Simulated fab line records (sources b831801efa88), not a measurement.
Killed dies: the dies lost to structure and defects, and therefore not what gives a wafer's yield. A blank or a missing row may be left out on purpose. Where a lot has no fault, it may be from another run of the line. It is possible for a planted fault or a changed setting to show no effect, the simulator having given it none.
Matching of chambers | flow sky130 | SKY_VIA3_ETCH_15 on rie diel-01 has 4 sister chambers
The step etches SiO2 in C4F8/O2/Ar, stops on TiN, target depth 507 nm, time 78 s. 4 wafers are shown with their chamber, then 9 later ones without.

EACH WAFER AND ITS CHAMBER
wafer  | chamber | oes product au (a.u.)
L084.1 | 0       | 0.934
L084.4 | 3       | 0.953
L084.5 | 2       | 0.947
L084.6 | 1       | 0.955

WAFERS MISSING THEIR CHAMBER
wafer  | oes product au (a.u.)
L087.1 | 0.945
L087.4 | 0.940
L087.5 | 0.950
L089.4 | 0.951
L089.5 | 0.947
L089.6 | 0.941
L094.2 | 0.955
L094.4 | 0.946
L094.5 | 0.950

THE CHAMBER EACH PASSED THROUGH
wafer  | from the rows above          | in truth
L087.1 | can't be placed: 2 or 3      | 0
L087.4 | can't be placed: 0 or 2      | 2
L087.5 | can't be placed: 2 or 3 or 1 | 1
L089.4 | can't be placed: 3 or 1 or 2 | 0
L089.5 | can't be placed: 2 or 3      | 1
L089.6 | can't be placed: 2 or 0 or 3 | 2
L094.2 | can't be placed: 1 or 3      | 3
L094.4 | can't be placed: 2 or 3      | 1
L094.5 | can't be placed: 2 or 3 or 1 | 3
Placed correctly: 0 of 9. From these rows, 9 cannot be placed; in 5 the true chamber is one of the candidates. Placed wrongly: 0.
How it was worked out, from the rows above alone: a wafer's distance from a chamber is the root of the sum, over the readings, of the square of ((its reading less the chamber's mean) divided by the reading's scatter). The wafer belongs to the nearest chamber; if the next one is less than 2 further off, it can't be placed. Each chamber's mean is taken over the wafers shown for it. The scatter: with one shown wafer a chamber, the root of the mean of the squares of how far each hidden wafer lies from its nearest shown one.
